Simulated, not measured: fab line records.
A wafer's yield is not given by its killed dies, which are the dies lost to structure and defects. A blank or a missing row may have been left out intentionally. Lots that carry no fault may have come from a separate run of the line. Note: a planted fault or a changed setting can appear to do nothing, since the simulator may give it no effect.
One fault seen from 2 desks    flow gf180mcu    numbers are kept per desk, each desk with only its own; the story behind them comes last

## METROLOGY DESK
Lot by lot, what the gauges showed, no matter which tool ran the lot: averages of those sampled wafers that carry a number. Marked OUT: a lot whose mean sits more than 4 standard deviations from the usual mean, which makes it out of limits; the brackets give that distance.
Columns: A = V3_CVD_00_THK at GF_V3_THK_MEAS_01, usual 608 nm
lot   first seen here  A
L451  day 22 00:27     609
L449  day 22 03:02     612
L448  day 22 06:01     601
L452  day 22 09:20     602
L453  day 22 11:05     603
L457  day 23 21:09     603
L460  day 24 16:28     608
L461  day 25 02:41     610
L462  day 25 06:56     610
L464  day 26 04:43     608
L465  day 26 11:10     617
L469  day 27 21:37     617
L470  day 28 08:54     608
This desk's finding: nothing out of limits on any of the 13 lots.

## FOR THE TOOL OWNER'S DESK: litho-track-04
At GF_M5_SOFTBAKE_03 (time 60 s), the tool's own readings, given per lot that ran on this tool as the mean of the sampled wafers with a number. Marked OUT: a lot whose mean sits more than 4 standard deviations from the usual mean, which makes it out of limits; the brackets give that distance.
Columns: A = run-length-s at GF_M5_SOFTBAKE_03, usual 89.32 s
lot   first seen here  A
L448  day 26 17:32     89.35
L453  day 26 21:02     89.47
L457  day 28 07:08     89.52
L460  day 28 23:32     90.91 (+6.6) OUT
L461  day 29 09:53     91.08 (+7.3) OUT
L462  day 29 13:26     91.38 (+8.6) OUT
This desk's verdict: out of limits on L460, L461, L462, starting with L460 at day 28 23:32 (run-length-s at GF_M5_SOFTBAKE_03). L448, L453, L457: within limits.

## BROUGHT TOGETHER
The tool owner's desk could have raised an alarm at day 28 23:32, on L460, L461, L462.
At the metrology desk, nothing out of limits was observed.
The metrology desk has L460, L461, L462 on record, within its limits.
The lots listed all ran GF_M5_SOFTBAKE_03 on litho-track-04.

## WHAT HAD BEEN PUT IN BY THE SIMULATOR
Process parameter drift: litho-track-04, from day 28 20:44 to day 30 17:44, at GF_M5_SOFTBAKE_03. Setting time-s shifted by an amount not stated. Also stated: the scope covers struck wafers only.
Struck lots among those shown: L460, L461, L462.
How many hours passed from the start of the fault until each desk's first out-of-limits reading: the tool owner's desk, 3.
